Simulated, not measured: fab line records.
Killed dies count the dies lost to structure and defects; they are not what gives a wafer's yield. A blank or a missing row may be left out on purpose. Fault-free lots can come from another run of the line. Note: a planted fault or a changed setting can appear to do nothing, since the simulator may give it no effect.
The tool behind it: which one? | flow sky130 | Sampling: 24 lots, 72 wafers, 5 of 708 route steps

== WHAT EACH GAUGE READ, for each wafer ==
SKY_VIA2_BOW_MEAS_03.
lot  | measured     | on           | VIA2_BOW (um)
L074 | day 35 09:37 | filmMetro-04 | 83 89 98
L075 | day 35 19:52 | filmMetro-01 | 85 94 87
L076 | day 35 23:42 | filmMetro-04 | 85 90 90
L077 | day 36 11:01 | filmMetro-04 | 87 90 90
L078 | day 36 17:54 | filmMetro-02 | 78 84 88
L079 | day 36 20:40 | filmMetro-01 | 83 91 85
L080 | day 37 05:32 | filmMetro-04 | 86 74 80
L081 | day 37 14:05 | filmMetro-02 | 82 86 91
L082 | day 38 02:11 | filmMetro-01 | 84 74 82
L083 | day 38 08:10 | filmMetro-02 | 82 84 72
L084 | day 38 13:57 | filmMetro-01 | 95 90 88
L085 | day 38 20:16 | filmMetro-02 | 80 83 80
L086 | day 39 03:25 | filmMetro-01 | 89 89 72
L087 | day 39 10:33 | filmMetro-01 | 94 99 97
L088 | day 39 17:50 | filmMetro-01 | 98 81 89
L089 | day 40 02:11 | filmMetro-02 | 92 90 91
L090 | day 40 06:55 | filmMetro-01 | 76 80 74
L091 | day 40 17:06 | filmMetro-04 | 78 84 83
L092 | day 40 21:26 | filmMetro-01 | 101 89 93
L093 | day 41 02:16 | filmMetro-04 | 74 108 83
L094 | day 41 11:05 | filmMetro-02 | 94 78 88
L095 | day 41 16:21 | filmMetro-04 | 99 89 92
L096 | day 41 21:17 | filmMetro-01 | 85 83 99
L097 | day 42 11:43 | filmMetro-02 | 105 99 89

SKY_CAPM_THK_MEAS_01.
lot  | measured     | on           | CAPM_CVD_00_THK (nm)
L074 | day 36 13:40 | filmMetro-01 | 15.64 15.48 15.76
L075 | day 36 23:49 | filmMetro-02 | 15.26 15.63 15.08
L076 | day 37 03:31 | filmMetro-02 | 15.39 15.50 15.23
L077 | day 37 14:53 | filmMetro-01 | 15.36 15.00 15.48
L078 | day 37 21:25 | filmMetro-02 | 15.05 15.45 16.11
L079 | day 38 00:38 | filmMetro-02 | 15.57 15.39 15.43
L080 | day 38 09:41 | filmMetro-01 | 15.64 15.69 15.63
L081 | day 38 17:10 | filmMetro-03 | 15.59 15.36 15.66
L082 | day 39 05:14 | filmMetro-01 | 15.32 15.44 15.92
L083 | day 39 11:36 | filmMetro-03 | 15.61 15.52 15.88
L084 | day 39 16:15 | filmMetro-01 | 15.05 15.17 14.95
L085 | day 39 22:34 | filmMetro-02 | 15.62 15.54 15.25
L086 | day 40 05:17 | filmMetro-01 | 15.37 15.07 15.38
L087 | day 40 13:04 | filmMetro-01 | 15.22 15.71 15.64
L088 | day 40 19:45 | filmMetro-02 | 15.45 15.65 15.60
L089 | day 41 03:58 | filmMetro-02 | 15.95 16.16 15.87
L090 | day 41 09:01 | filmMetro-01 | 15.61 15.44 15.65
L091 | day 41 18:52 | filmMetro-01 | 15.53 15.83 15.48
L092 | day 41 22:48 | filmMetro-02 | 15.29 15.54 15.48
L093 | day 42 04:35 | filmMetro-02 | 15.03 15.39 15.53
L094 | day 42 12:35 | filmMetro-01 | 15.22 15.30 15.81
L095 | day 42 18:26 | filmMetro-03 | 14.71 14.92 15.01
L096 | day 42 23:02 | filmMetro-02 | 15.24 15.28 15.30
L097 | day 43 13:23 | filmMetro-02 | 15.56 15.48 15.40

== WHAT TOOL EACH LOT RAN ON (gives the tool, then ch and the chambers of the sampled wafers, and finally the start) ==
lot  | SKY_METAL1_DESCUM_17             | SKY_METAL2_METAL_ETCH_19         | SKY_METAL3_SPUTTER_03
L074 | rieMetal-02 ch 0, day 32 23:38   | rieMetal-04 ch 0,1, day 35 08:25 | pvdSputter-04, day 36 13:35
L075 | rieMetal-01 ch 0,1, day 33 10:11 | rieMetal-02 ch 0,1, day 35 18:40 | pvdSputter-01, day 36 23:42
L076 | rieMetal-03 ch 0,1, day 33 14:40 | rieMetal-01 ch 0,1, day 35 22:32 | pvdSputter-04, day 37 03:26
L077 | rieMetal-02 ch 0,1, day 34 00:56 | rieMetal-04 ch 0,1, day 36 09:47 | pvdSputter-01, day 37 14:44
L078 | rieMetal-01 ch 0,1, day 34 08:46 | rieMetal-04 ch 0,1, day 36 16:44 | pvdSputter-04, day 37 21:20
L079 | rieMetal-01 ch 0,1, day 34 11:46 | rieMetal-01 ch 0,1, day 36 19:28 | pvdSputter-04, day 38 00:32
L080 | rieMetal-02 ch 0,1, day 34 21:05 | rieMetal-01 ch 0,1, day 37 04:20 | pvdSputter-04, day 38 09:35
L081 | rieMetal-03 ch 1, day 35 05:05   | rieMetal-02 ch 0,1, day 37 12:56 | pvdSputter-01, day 38 17:05
L082 | rieMetal-03 ch 0,1, day 35 17:19 | rieMetal-04 ch 0,1, day 38 01:01 | pvdSputter-04, day 39 05:07
L083 | rieMetal-02 ch 0,1, day 35 23:08 | rieMetal-01 ch 0,1, day 38 06:59 | pvdSputter-04, day 39 11:30
L084 | rieMetal-02 ch 0,1, day 36 03:50 | rieMetal-01 ch 0,1, day 38 12:21 | pvdSputter-03, day 39 16:09
L085 | rieMetal-03 ch 0,1, day 36 12:10 | rieMetal-01 ch 0,1, day 38 19:04 | pvdSputter-03, day 39 22:28
L086 | rieMetal-02 ch 0,1, day 36 19:01 | rieMetal-01 ch 0,1, day 39 02:04 | pvdSputter-01, day 40 05:12
L087 | rieMetal-03 ch 0,1, day 37 02:55 | rieMetal-04 ch 0,1, day 39 09:17 | pvdSputter-01, day 40 12:58
L088 | rieMetal-03 ch 0,1, day 37 10:12 | rieMetal-04 ch 0,1, day 39 16:40 | pvdSputter-03, day 40 19:39
L089 | rieMetal-01 ch 0,1, day 37 18:38 | rieMetal-04 ch 0,1, day 40 00:58 | pvdSputter-01, day 41 03:51
L090 | rieMetal-01 ch 1, day 38 00:02   | rieMetal-04 ch 0,1, day 40 05:44 | pvdSputter-04, day 41 08:55
L091 | rieMetal-03 ch 0,1, day 38 10:15 | rieMetal-02 ch 0,1, day 40 15:52 | pvdSputter-04, day 41 18:44
L092 | rieMetal-03 ch 0,1, day 38 16:08 | rieMetal-01 ch 1, day 40 20:13   | pvdSputter-04, day 41 22:42
L093 | rieMetal-03 ch 0,1, day 38 20:47 | rieMetal-02 ch 0,1, day 41 01:05 | pvdSputter-03, day 42 04:29
L094 | rieMetal-02 ch 0,1, day 39 05:14 | rieMetal-04 ch 0, day 41 09:49   | pvdSputter-03, day 42 12:29
L095 | rieMetal-01 ch 0,1, day 39 10:05 | rieMetal-01 ch 0,1, day 41 15:11 | pvdSputter-01, day 42 18:20
L096 | rieMetal-03 ch 0,1, day 39 16:41 | rieMetal-01 ch 0,1, day 41 20:07 | pvdSputter-04, day 42 22:55
L097 | rieMetal-02 ch 0,1, day 40 07:25 | rieMetal-02 ch 0,1, day 42 10:32 | pvdSputter-03, day 43 13:17
- SKY_METAL1_DESCUM_17: chemistry O2, time 8 s.
- SKY_METAL2_METAL_ETCH_19: etches the open film in Cl2/BCl3, stops on SiO2, target depth 360 nm, time 78 s.
- SKY_METAL3_SPUTTER_03: material Ti, target thk 5 nm, time 3.3 s.

== WHAT THE TOOLS THEMSELVES READ (means of the sampled wafers that have a number; where no wafer has one, the mark that the record gives instead) ==
SKY_METAL1_DESCUM_17.
lot  | tool        | drypumpMotorCurrentA (A) | oesProductAu (a.u.) | tempC (C)
L074 | rieMetal-02 | 5.9                      | 1.028               | 39.76
L075 | rieMetal-01 | 5.6                      | 0.993               | 39.93
L076 | rieMetal-03 | 5.3                      | 1.013               | 39.95
L077 | rieMetal-02 | 5.5                      | 1.008               | 39.85
L078 | rieMetal-01 | 5.3                      | 1.006               | 40.18
L079 | rieMetal-01 | 5.6                      | 0.998               | 39.99
L080 | rieMetal-02 | 5.8                      | 1.012               | 40.04
L081 | rieMetal-03 | 5.2                      | 1.013               | 40.14
L082 | rieMetal-03 | 5.3                      | 1.002               | 39.93
L083 | rieMetal-02 | 5.5                      | 1.006               | 39.97
L084 | rieMetal-02 | 5.5                      | 1.009               | 39.97
L085 | rieMetal-03 | 5.5                      | 0.990               | 39.96
L086 | rieMetal-02 | 5.8                      | 1.018               | 39.89
L087 | rieMetal-03 | 5.3                      | 1.001               | 40.02
L088 | rieMetal-03 | 5.5                      | 0.981               | 39.90
L089 | rieMetal-01 | 5.6                      | 0.989               | 40.02
L090 | rieMetal-01 | 5.1                      | 1.010               | 39.98
L091 | rieMetal-03 | 5.3                      | 1.006               | 39.90
L092 | rieMetal-03 | 5.4                      | 0.987               | 39.95
L093 | rieMetal-03 | 5.3                      | 1.006               | 39.91
L094 | rieMetal-02 | 5.8                      | 1.004               | 40.06
L095 | rieMetal-01 | 5.3                      | 1.003               | 39.93
L096 | rieMetal-03 | 5.5                      | 0.990               | 39.87
L097 | rieMetal-02 | 5.5                      | 1.017               | 39.94

SKY_METAL2_METAL_ETCH_19.
lot  | tool        | drypumpMotorCurrentA (A) | mfcCl2Sccm (sccm) | oesProductAu (a.u.) | throttleValvePct (%)
L074 | rieMetal-04 | 5.2                      | 60.11             | 0.847               | 22.263
L075 | rieMetal-02 | 5.5                      | 59.94             | 0.845               | 22.267
L076 | rieMetal-01 | 5.6                      | 60.15             | 0.860               | 22.270
L077 | rieMetal-04 | 5.2                      | 59.90             | 0.848               | 22.253
L078 | rieMetal-04 | 5.4                      | 59.97             | 0.860               | 22.270
L079 | rieMetal-01 | 5.3                      | 60.05             | 0.850               | 22.274
L080 | rieMetal-01 | 5.6                      | 59.98             | 0.848               | 22.262
L081 | rieMetal-02 | 5.5                      | 59.95             | 0.854               | 22.273
L082 | rieMetal-04 | 5.4                      | 60.01             | 0.849               | 22.267
L083 | rieMetal-01 | 5.6                      | 60.11             | 0.847               | 22.268
L084 | rieMetal-01 | 5.3                      | 60.00             | 0.851               | 22.265
L085 | rieMetal-01 | 5.6                      | 60.20             | 0.854               | 22.262
L086 | rieMetal-01 | 5.3                      | 60.29             | 0.849               | 22.268
L087 | rieMetal-04 | 5.4                      | 59.97             | 0.857               | 22.270
L088 | rieMetal-04 | 5.2                      | 59.85             | 0.854               | 22.266
L089 | rieMetal-04 | 5.2                      | 60.13             | 0.850               | 22.260
L090 | rieMetal-04 | 5.2                      | 60.09             | 0.846               | 22.266
L091 | rieMetal-02 | 5.5                      | 59.99             | 0.843               | 22.258
L092 | rieMetal-01 | 5.1                      | 60.00             | 0.843               | 22.254
L093 | rieMetal-02 | 5.7                      | 60.14             | 0.849               | 22.260
L094 | rieMetal-04 | 5.0                      | 59.96             | 0.846               | 22.260
L095 | rieMetal-01 | 5.6                      | 59.82             | 0.845               | 22.264
L096 | rieMetal-01 | 5.6                      | 59.99             | 0.856               | 22.270
L097 | rieMetal-02 | 5.7                      | 60.24             | 0.846               | 22.256

SKY_METAL3_SPUTTER_03.
lot  | tool          | throttleValvePct (%)
L074 | pvdSputter-04 | 30.3
L075 | pvdSputter-01 | 29.3
L076 | pvdSputter-04 | 30.0
L077 | pvdSputter-01 | 30.2
L078 | pvdSputter-04 | 30.4
L079 | pvdSputter-04 | 30.0
L080 | pvdSputter-04 | 29.7
L081 | pvdSputter-01 | 30.1
L082 | pvdSputter-04 | 29.7
L083 | pvdSputter-04 | 30.2
L084 | pvdSputter-03 | 29.8
L085 | pvdSputter-03 | 29.8
L086 | pvdSputter-01 | 29.9
L087 | pvdSputter-01 | 29.8
L088 | pvdSputter-03 | 30.4
L089 | pvdSputter-01 | 29.8
L090 | pvdSputter-04 | 30.8
L091 | pvdSputter-04 | 29.7
L092 | pvdSputter-04 | 30.4
L093 | pvdSputter-03 | 30.4
L094 | pvdSputter-03 | 29.7
L095 | pvdSputter-01 | 30.3
L096 | pvdSputter-04 | 29.9
L097 | pvdSputter-03 | 30.6

== THE ANSWER, worked out from the rows above alone ==
Rule: usual is defined by the lots themselves. The widest of any qualifying gaps counts: lots, ordered by their means at a reading, are off when they make up no more than a third of the lots, leave a main group of 4 or more, and stand apart from it by 3 or more times the standard deviation of that group's means. The tables above print the reading to a certain number of digits; a main group whose means all agree to those digits is not used. A lot without any number at a reading at which 4 lots or more have one is off too. Any other lot the step has rows for is counted as sound. After the gauges, taken in route order, come the tools' own readings; for these a lot's mean is taken, as printed above. At the first step where some lot is off, the reading lying furthest off is the one used; lots without a number count as furthest.
Nothing can be told from this: no lot is off at any reading shown.

== WHAT THE SIMULATOR PUT IN ==
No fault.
